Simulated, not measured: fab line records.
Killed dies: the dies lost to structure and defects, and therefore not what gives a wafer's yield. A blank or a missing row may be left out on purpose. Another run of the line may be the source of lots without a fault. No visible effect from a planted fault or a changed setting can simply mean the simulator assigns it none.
Comparing a struck lot with a sound one | flow sky130 | 26 out of 708 route steps
Sound: wafers L383.1, L383.5, L383.6. Struck: wafers L392.1, L392.2, L392.6. The cause comes at the end.
Per side, at each step with rows, come the tool, then ch with its chambers, and then its first start. Under that, the readings that differ: sound wafers | struck wafers | difference of the means | sigmas: that difference in standard deviations of wafers without a fault.
alike: words and numbers the same on both sides, and readings whose means are apart by under 2 such deviations; not compared: readings that were withheld, readings missing a value for some wafer, numbers with overlapping values and no deviation given by the record, and bounds like >300 which may hide the same value.
A row with sigmas, a row that says differs or no value, or rows on one side alone: a step with any of these is where the two part. Numbers that don't overlap but have no deviation are shown without sigmas and don't part them. Lack of a reading on every wafer of one side parts them only where that side has two or more wafers.

first, 1 step without rows for these wafers: SKY_LDD_P_IMPLANT_09.
SKY_LDD_P_STRIP_10: strips in O2/N2.
  sound on plasma asher-03 ch 0,1, day 19 01:45; struck on plasma asher-04 ch 0,1, day 22 06:52
  alike: chamber pressure mTorr, drypump motor current A, oes product au, strip time to endpoint s
  not compared: rf hours counter h
SKY_LDD_P_TW_MEAS_11:
  sound on film metro-03, day 19 01:51; struck on film metro-01, day 22 06:58
  alike: LDD_P_TW
then, 7 steps without rows for these wafers: SKY_LDD_HVN_DEHYDRATE_00 (time 60 s); SKY_LDD_HVN_HMDS_01 (prime time 60 s); SKY_LDD_HVN_COAT_02 (resist thk 300 nm); SKY_LDD_HVN_SOFTBAKE_03 (time 60 s); SKY_LDD_HVN_EXPOSE_04 (exposes mask HVNTM, target cd 700 nm); SKY_LDD_HVN_PEB_05; SKY_LDD_HVN_DEVELOP_06 (develop time 60 s).
SKY_LDD_HVN_OVL_MEAS_07:
  sound on overlay-02, day 20 09:22; struck on overlay-02, day 23 14:00
  alike: LDD_HVN_OVL
after that, 1 step had no rows for these wafers: SKY_LDD_HVN_IMPLANT_08.
SKY_LDD_HVN_STRIP_09: strips in O2/N2.
  sound on plasma asher-01 ch 0,1, day 20 09:34; struck on plasma asher-02 ch 0,1, day 23 14:11
  no value came back on the struck wafers for chamber pressure mTorr (mTorr), drypump motor current A (A), oes product au (a.u.), strip time to endpoint s (s); on the sound wafers chamber pressure mTorr (mTorr) reads 1502.6 1499.4 1501.6
  reading                                      | sound | struck            | difference | sigmas
  model.NOVOLAK_of_LDD_HVN_COAT_02.thk nm (nm) | 0 0 0 | 298.4 299.3 298.9 | +298.9     |
  not compared: rf hours counter h
SKY_LDD_HVN_TW_MEAS_10:
  sound on film metro-03, day 20 09:40; struck on film metro-04, day 23 14:17
  alike: LDD_HVN_TW
then, 7 steps without rows for these wafers: SKY_LDD_HVP_DEHYDRATE_00 (time 60 s); SKY_LDD_HVP_HMDS_01 (prime time 60 s); SKY_LDD_HVP_COAT_02 (resist thk 300 nm); SKY_LDD_HVP_SOFTBAKE_03 (time 60 s); SKY_LDD_HVP_EXPOSE_04 (exposes mask HVPTM, target cd 700 nm); SKY_LDD_HVP_PEB_05; SKY_LDD_HVP_DEVELOP_06 (develop time 60 s).
SKY_LDD_HVP_OVL_MEAS_07:
  sound on overlay-01, day 21 16:50; struck on overlay-01, day 24 20:51
  alike: LDD_HVP_OVL
after that, 1 step had no rows for these wafers: SKY_LDD_HVP_IMPLANT_08.
SKY_LDD_HVP_STRIP_09: strips in O2/N2.
  sound on plasma asher-03 ch 0,1, day 21 17:02; struck on plasma asher-03 ch 0,1, day 24 21:02
  reading                      | sound             | struck            | difference | sigmas
  oes product au (a.u.)        | 0.403 0.408 0.408 | 0.605 0.606 0.595 | +0.196     | +43
  strip time to endpoint s (s) | 4.127 4.144 4.127 | 8.923 8.932 8.927 | +4.795     | +99 or more
  alike: chamber pressure mTorr, drypump motor current A
  not compared: rf hours counter h
SKY_LDD_HVP_TW_MEAS_10:
  sound on film metro-03, day 21 17:08; struck on film metro-04, day 24 21:08
  reading    | sound       | struck   | difference | sigmas
  LDD_HVP_TW | 466 465 467 | 30 30 30 | -436       | -99 or more
then, 1 step without rows for these wafers: SKY_LDD_LDN_DEHYDRATE_00 (time 60 s).

== WHERE THEY PART ==
Last at SKY_LDD_HVP_TW_MEAS_10 as far as this record goes, first at SKY_LDD_HVN_STRIP_09.

WHY: what had been put in by the simulator
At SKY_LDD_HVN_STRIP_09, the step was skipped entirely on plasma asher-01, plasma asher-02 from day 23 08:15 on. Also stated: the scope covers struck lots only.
